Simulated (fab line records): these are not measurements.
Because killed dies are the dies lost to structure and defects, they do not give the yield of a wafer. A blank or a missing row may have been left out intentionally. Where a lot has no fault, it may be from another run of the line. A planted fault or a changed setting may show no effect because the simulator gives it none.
Which tool is to blame? / flow sky130 / Sampling: 7 lots, 21 wafers, 2 of 708 route steps

== WHAT THE GAUGES READ, wafer by wafer ==
SKY_VT_ADJUST_LVTN_TW_MEAS_10.
lot=L280; measured=day 7 21:47; on=film_metro-04; VT_ADJUST_LVTN_TW=238.5 237.0 237.1
lot=L282; measured=day 8 14:47; on=film_metro-03; VT_ADJUST_LVTN_TW=237.6 238.6 238.7
lot=L284; measured=day 8 22:49; on=film_metro-04; VT_ADJUST_LVTN_TW=237.2 237.9 237.5
lot=L288; measured=day 10 11:31; on=film_metro-02; VT_ADJUST_LVTN_TW=239.0 240.0 240.5
lot=L292; measured=day 11 03:04; on=film_metro-02; VT_ADJUST_LVTN_TW=241.3 242.1 241.5
lot=L294; measured=day 11 23:07; on=film_metro-02; VT_ADJUST_LVTN_TW=242.8 240.4 240.7
lot=L298; measured=day 13 00:58; on=film_metro-04; VT_ADJUST_LVTN_TW=237.9 237.9 238.5

== WHICH TOOL RAN EACH LOT (tool, then ch and the chambers of the sampled wafers, then the start) ==
lot=L280; SKY_PWDE_DEVELOP_06=litho_track-01 ch 0, day 4 17:00
lot=L282; SKY_PWDE_DEVELOP_06=litho_track-02 ch 0, day 5 04:00
lot=L284; SKY_PWDE_DEVELOP_06=litho_track-02 ch 0, day 5 12:00
lot=L288; SKY_PWDE_DEVELOP_06=litho_track-01 ch 0, day 6 18:00
lot=L292; SKY_PWDE_DEVELOP_06=litho_track-02, day 7 10:00
lot=L294; SKY_PWDE_DEVELOP_06=litho_track-04, day 8 01:00
lot=L298; SKY_PWDE_DEVELOP_06=litho_track-04 ch 0, day 8 23:00
- SKY_PWDE_DEVELOP_06: develop time 60 s.

== THE ANSWER, worked out from the rows above alone ==
Rule: usual is defined by the lots themselves. The widest of any qualifying gaps counts: lots, ordered by their means at a reading, are off when they make up no more than a third of the lots, leave a main group of 4 or more, and stand apart from it by 3 or more times the standard deviation of that group's means. A main group is skipped when, at the precision printed for the reading in the tables above, its means are all equal. A lot without any number at a reading at which 4 lots or more have one is off too. All remaining lots with rows at the step are treated as sound.
Across all readings shown, no lot is off: no conclusion can be drawn from this.

== WHAT WAS PUT IN BY THE SIMULATOR ==
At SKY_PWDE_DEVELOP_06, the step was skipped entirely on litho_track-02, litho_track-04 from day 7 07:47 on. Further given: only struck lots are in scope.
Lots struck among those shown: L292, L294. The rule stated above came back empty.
